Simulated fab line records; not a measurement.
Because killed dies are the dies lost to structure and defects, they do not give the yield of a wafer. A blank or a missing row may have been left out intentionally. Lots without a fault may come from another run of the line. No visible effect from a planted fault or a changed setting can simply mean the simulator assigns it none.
Split-lot experiment :: flow sfq_line :: 5 lots, 27 wafers read, on a route of 325 steps

== ON THE SPLIT ==
At SFQ_TRILAYER_M1_DEP_SPUTTER_037 (material Nb, target thk 200 nm, time 133.3 s), the setting time_s was moved away from the recipe's 133.3 s on 9 of the 27 wafers read, by -46.2% to -16.0%. For the rest of the wafers, this setting stayed at what the recipe calls for.

== FROM THE SPLIT TO THE READING: what the file shows between them, 3 steps ==
- SFQ_M1_RS_MEAS_909: measures by four-point-probe
- SFQ_TRILAYER_M1_LITHO_COAT_044: resist thk 62 nm
- SFQ_TRILAYER_M1_BARC_OPEN_METAL_ETCH_054: etches BARC in O2, target depth 125 nm, time 41.7 s

== THE READING ==
oes_product_au, in a.u., at SFQ_TRILAYER_M1_ETCH_METAL_ETCH_042 (etches Nb in Cl2/Ar, stops on SiO2, target depth 240 nm, time 120 s). Typical for fault-free wafers on this fab line: 0.896 a.u., with standard deviation 0.0091 a.u.

wafer: L074.1
tool, chamber at the split: pvd_sputter-06, -
time_s as run, s: 81.19
against the recipe: -39.1%
oes_product_au, a.u.: 0.714
against lot-mates on the recipe: -0.191

wafer: L074.2
tool, chamber at the split: pvd_sputter-06, -
time_s as run, s: 133.3
against the recipe: recipe
oes_product_au, a.u.: 0.912
against lot-mates on the recipe: -

wafer: L074.3
tool, chamber at the split: pvd_sputter-06, -
time_s as run, s: 81.19
against the recipe: -39.1%
oes_product_au, a.u.: 0.698
against lot-mates on the recipe: -0.207

wafer: L074.4
tool, chamber at the split: pvd_sputter-06, -
time_s as run, s: 133.3
against the recipe: recipe
oes_product_au, a.u.: 0.905
against lot-mates on the recipe: -

wafer: L074.5
tool, chamber at the split: pvd_sputter-06, -
time_s as run, s: 81.19
against the recipe: -39.1%
oes_product_au, a.u.: 0.713
against lot-mates on the recipe: -0.192

wafer: L074.6
tool, chamber at the split: pvd_sputter-06, -
time_s as run, s: 133.3
against the recipe: recipe
oes_product_au, a.u.: 0.897
against lot-mates on the recipe: -

wafer: L076.1
tool, chamber at the split: pvd_sputter-04, -
time_s as run, s: 71.77
against the recipe: -46.2%
oes_product_au, a.u.: 0.658
against lot-mates on the recipe: -0.230

wafer: L076.2
tool, chamber at the split: pvd_sputter-04, -
time_s as run, s: 71.77
against the recipe: -46.2%
oes_product_au, a.u.: 0.650
against lot-mates on the recipe: -0.238

wafer: L076.3
tool, chamber at the split: pvd_sputter-04, -
time_s as run, s: 133.3
against the recipe: recipe
oes_product_au, a.u.: 0.886
against lot-mates on the recipe: -

wafer: L076.4
tool, chamber at the split: pvd_sputter-04, -
time_s as run, s: 71.77
against the recipe: -46.2%
oes_product_au, a.u.: 0.644
against lot-mates on the recipe: -0.244

wafer: L076.5
tool, chamber at the split: pvd_sputter-04, -
time_s as run, s: 133.3
against the recipe: recipe
oes_product_au, a.u.: 0.897
against lot-mates on the recipe: -

wafer: L076.6
tool, chamber at the split: pvd_sputter-04, -
time_s as run, s: 133.3
against the recipe: recipe
oes_product_au, a.u.: 0.882
against lot-mates on the recipe: -

wafer: L079.1
tool, chamber at the split: pvd_sputter-04, -
time_s as run, s: 112
against the recipe: -16.0%
oes_product_au, a.u.: 0.818
against lot-mates on the recipe: -0.083

wafer: L079.2
tool, chamber at the split: pvd_sputter-04, -
time_s as run, s: 133.3
against the recipe: recipe
oes_product_au, a.u.: 0.893
against lot-mates on the recipe: -

wafer: L079.3
tool, chamber at the split: pvd_sputter-04, -
time_s as run, s: 112
against the recipe: -16.0%
oes_product_au, a.u.: 0.806
against lot-mates on the recipe: -0.095

wafer: L079.4
tool, chamber at the split: pvd_sputter-04, -
time_s as run, s: 133.3
against the recipe: recipe
oes_product_au, a.u.: 0.899
against lot-mates on the recipe: -

wafer: L079.5
tool, chamber at the split: pvd_sputter-04, -
time_s as run, s: 133.3
against the recipe: recipe
oes_product_au, a.u.: 0.911
against lot-mates on the recipe: -

wafer: L079.6
tool, chamber at the split: pvd_sputter-04, -
time_s as run, s: 112
against the recipe: -16.0%
oes_product_au, a.u.: 0.817
against lot-mates on the recipe: -0.084

wafer: L080.1
tool, chamber at the split: pvd_sputter-04, -
time_s as run, s: 133.3
against the recipe: recipe
oes_product_au, a.u.: 0.904
against lot-mates on the recipe: -

wafer: L080.2
tool, chamber at the split: pvd_sputter-04, -
time_s as run, s: 133.3
against the recipe: recipe
oes_product_au, a.u.: 0.906
against lot-mates on the recipe: -

wafer: L080.3
tool, chamber at the split: pvd_sputter-04, -
time_s as run, s: 133.3
against the recipe: recipe
oes_product_au, a.u.: 0.897
against lot-mates on the recipe: -

wafer: L080.4
tool, chamber at the split: pvd_sputter-04, -
time_s as run, s: 133.3
against the recipe: recipe
oes_product_au, a.u.: 0.895
against lot-mates on the recipe: -

wafer: L080.5
tool, chamber at the split: pvd_sputter-04, -
time_s as run, s: 133.3
against the recipe: recipe
oes_product_au, a.u.: 0.894
against lot-mates on the recipe: -

wafer: L080.6
tool, chamber at the split: pvd_sputter-04, -
time_s as run, s: 133.3
against the recipe: recipe
oes_product_au, a.u.: 0.890
against lot-mates on the recipe: -

wafer: L084.1
tool, chamber at the split: pvd_sputter-05, -
time_s as run, s: 133.3
against the recipe: recipe
oes_product_au, a.u.: 0.898
against lot-mates on the recipe: -

wafer: L084.4
tool, chamber at the split: pvd_sputter-05, -
time_s as run, s: 133.3
against the recipe: recipe
oes_product_au, a.u.: 0.892
against lot-mates on the recipe: -

wafer: L084.5
tool, chamber at the split: pvd_sputter-05, -
time_s as run, s: 133.3
against the recipe: recipe
oes_product_au, a.u.: 0.897
against lot-mates on the recipe: -

THE FIT
A straight line over all 27 wafers: oes_product_au changes by +0.00515 a.u. for each +1% of time_s; r = +1.00; the points scatter about the line by 0.0092 a.u.
The same after taking each lot's own level away (the mean of its wafers on the recipe; 27 wafers): +0.00511 a.u. for each +1%; r = +1.00; scatter 0.0066 a.u.
According to that fit, moving time_s by its largest amount changes the reading by 0.24 a.u.
The lots' own levels span 0.8883 to 0.9047 a.u., that is 1.8 times the standard deviation above.
The two slopes agree, so the slope changes little with the lot-to-lot level.
Check: with one of the wafers moved furthest among these (-46.2%) left out of the fit, the line predicts -0.238 a.u. for it against its lot-mates. Against them it came out at -0.23 a.u.

== OTHER SPLITS APPLIED TO THESE WAFERS ==
Note: prior to the reading, these wafers also went through further splits. Each is held against what the fit with the lots' levels taken away leaves over:
other split on the same wafers: SFQ_TRILAYER_INCOMING_OXIDATION_002 ox_time_s
wafers away from the commonest value: 18
r with oes_product_au (lot level and that fit taken away): -0.16

other split on the same wafers: SFQ_TRILAYER_L0_DEP_SPUTTER_003 time_s
wafers away from the commonest value: 9
r with oes_product_au (lot level and that fit taken away): +0.09

other split on the same wafers: SFQ_TRILAYER_M0_ETCH_METAL_ETCH_024 time_s
wafers away from the commonest value: 12
r with oes_product_au (lot level and that fit taken away): -0.06

== THE WHOLE CHAIN: every reading that the file lists as answering this split, in the file's order ==
step: SFQ_TRILAYER_M1_DEP_SPUTTER_037
what it does: material Nb, target thk 200 nm, time 133.3 s
reading: Nb_of_TRILAYER_M1_DEP_SPUTTER_037.thk_nm (the simulator's own value, which no gauge read)
change (the file's fit): +2 nm for each +1% of the setting
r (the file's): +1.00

step: SFQ_M1_RS_MEAS_909
what it does: measures by four-point-probe
reading: M1_NB_RS
change (the file's fit): -0.0155 for each +1% of the setting
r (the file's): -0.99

step: SFQ_TRILAYER_M1_ETCH_METAL_ETCH_042
what it does: etches Nb in Cl2/Ar, stops on SiO2, target depth 240 nm, time 120 s
reading: oes_product_au
change (the file's fit): +0.00511 a.u. for each +1% of the setting
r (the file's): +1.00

== THE FILE'S OWN FIT ==
oes_product_au changes by +0.00511 a.u. for each +1% of time_s, r = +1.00.
